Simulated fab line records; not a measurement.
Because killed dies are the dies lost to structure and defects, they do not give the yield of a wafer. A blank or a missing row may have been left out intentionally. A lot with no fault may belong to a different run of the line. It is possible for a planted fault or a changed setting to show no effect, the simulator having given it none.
Which tool was responsible? + flow sky130 + 12 lots, 36 wafers sampled, at 1 step of a route of 708

WHAT THE GAUGES READ, wafer by wafer
SKY_FIELD_ISO_THK_MEAS_25.
| lot  | measured    | on            | FIELD_ISO_CVD_24_THK (nm) |
|------|-------------|---------------|---------------------------|
| L075 | day 2 16:32 | film_metro-03 | 596 604 596               |
| L077 | day 3 01:55 | film_metro-03 | 585 605 602               |
| L079 | day 3 10:40 | film_metro-03 | 597 594 605               |
| L081 | day 3 20:05 | film_metro-04 | 594 611 599               |
| L083 | day 4 05:35 | film_metro-03 | 604 593 601               |
| L085 | day 4 17:30 | film_metro-01 | 590 599 592               |
| L087 | day 5 03:16 | film_metro-01 | 587 598 598               |
| L089 | day 5 14:37 | film_metro-03 | 605 598 602               |
| L091 | day 6 01:59 | film_metro-03 | 582 604 595               |
| L093 | day 6 09:10 | film_metro-04 | 588 600 599               |
| L095 | day 6 21:19 | film_metro-03 | 598 591 597               |
| L097 | day 7 06:46 | film_metro-03 | 589 607 601               |

TOOL THAT RAN EACH LOT (tool first, then ch and the chambers of the sampled wafers, then the start)
The record shows no process step preceding these readings.

THE ANSWER, worked out from the rows above alone
Rule: the usual values come from the lots themselves. The widest of any qualifying gaps counts: lots, ordered by their means at a reading, are off when they make up no more than a third of the lots, leave a main group of 4 or more, and stand apart from it by 3 or more times the standard deviation of that group's means. The tables above print the reading to a certain number of digits; a main group whose means all agree to those digits is not used. Also off: a lot with no number at a reading for which 4 or more lots have one. The other lots that the step has rows for count as sound.
Nothing can be told from this: no lot is off at any reading shown.

WHAT THE SIMULATOR PUT IN
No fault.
